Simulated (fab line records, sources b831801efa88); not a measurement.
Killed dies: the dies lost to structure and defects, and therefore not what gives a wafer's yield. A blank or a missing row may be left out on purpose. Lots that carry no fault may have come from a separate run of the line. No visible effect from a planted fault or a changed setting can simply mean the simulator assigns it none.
A single fault, viewed from 2 desks || flow sky130 || each desk has only its own numbers; what lay behind them comes last

METROLOGY DESK
What the gauges read for every lot (on any tool): the sampled wafers with a number, averaged. If a lot's mean is further than 4 standard deviations from the usual mean, the lot is out of limits and carries the mark OUT (the distance appears in the brackets).
Columns: A = FIELD_ISO_CVD_24_THK at SKY_FIELD_ISO_THK_MEAS_25, usual 594 nm; B = PWDE_TW at SKY_PWDE_TW_MEAS_10, usual 377.0; C = PWDE_RS at SKY_NWELL_RS_MEAS_31, usual 5282 ohm/sq; D = VT_ADJUST_LVTN_TW at SKY_VT_ADJUST_LVTN_TW_MEAS_10, usual 242.2
{"lot": "L528", "first seen here": "day 2 08:38", "A": 591, "B": 376.7, "C": 5279, "D": 242.9}
{"lot": "L529", "first seen here": "day 2 13:49", "A": 597, "B": 380.6, "C": 5267, "D": 242.7}
{"lot": "L534", "first seen here": "day 3 17:52", "A": 593, "B": 378.5, "C": 5298, "D": 244.6}
{"lot": "L535", "first seen here": "day 3 20:38", "A": 592, "B": 373.9, "C": 5289, "D": 242.0}
{"lot": "L537", "first seen here": "day 4 06:18", "A": 586, "B": 383.6, "C": "5046 (-12) OUT", "D": 243.9}
{"lot": "L540", "first seen here": "day 4 22:16", "A": 597, "B": 382.8, "C": "5032 (-12) OUT", "D": 242.0}
{"lot": "L542", "first seen here": "day 5 11:06", "A": 597, "B": 374.5, "C": 5291, "D": 241.0}
{"lot": "L546", "first seen here": "day 6 05:25", "A": 600, "B": 376.4, "C": 5261, "D": 241.6}
{"lot": "L548", "first seen here": "day 6 18:58", "A": 589, "B": 375.6, "C": 5267, "D": 243.4}
{"lot": "L550", "first seen here": "day 7 08:59", "A": 585, "B": 377.1, "C": 5273, "D": 240.7}
{"lot": "L551", "first seen here": "day 7 09:05", "A": 604, "B": 379.4, "C": 5284, "D": 242.5}
Finding of this desk: L537, L540 out of limits, first seen on L537 at day 7 14:53 (PWDE_RS at SKY_NWELL_RS_MEAS_31). L528, L529, L534, L535, L542, L546, L548, L550, L551 stayed within limits.

AT THE TOOL OWNER'S DESK: implanter-04
The tool's own readings at SKY_PWDE_IMPLANT_08, given as means over the sampled wafers that have a number, one for each lot that went through this tool. If a lot's mean is further than 4 standard deviations from the usual mean, the lot is out of limits and carries the mark OUT (the distance appears in the brackets).
Columns: A = beam energy keV at SKY_PWDE_IMPLANT_08, usual 149.99; B = dose ions cm2 at SKY_PWDE_IMPLANT_08, usual 3.6e+12; C = faraday current uA at SKY_PWDE_IMPLANT_08, usual 20.3
{"lot": "L528", "first seen here": "day 3 22:43", "A": 149.99, "B": 3.6e+12, "C": 20.6}
{"lot": "L534", "first seen here": "day 5 10:08", "A": 150.00, "B": 3.6e+12, "C": 19.6}
{"lot": "L535", "first seen here": "day 5 12:55", "A": 149.97, "B": 3.6e+12, "C": 20.4}
{"lot": "L537", "first seen here": "day 5 23:15", "A": 150.00, "B": "3.8e+12 (+51) OUT", "C": 21.8}
{"lot": "L540", "first seen here": "day 6 16:13", "A": 149.97, "B": "3.8e+12 (+51) OUT", "C": 21.4}
This desk finds L537, L540 out of limits, L537 being first, at day 5 23:15 (dose ions cm2 at SKY_PWDE_IMPLANT_08). L528, L534, L535 stayed within limits.

BROUGHT TOGETHER
At day 5 23:15, on L537, L540, the tool owner's desk was in a position to raise an alarm.
An alarm was possible from the metrology desk at day 7 14:53, on L537, L540.
SKY_PWDE_IMPLANT_08 was run on implanter-04 by each of the lots named.

WHAT THE SIMULATOR HAD INSERTED
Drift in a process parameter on implanter-04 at SKY_PWDE_IMPLANT_08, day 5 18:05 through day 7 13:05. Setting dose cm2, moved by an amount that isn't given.
Lots struck among those shown: L537, L540.
Fault start to first reading out of limits, in hours, per desk: tool owner, 5; metrology, 45.
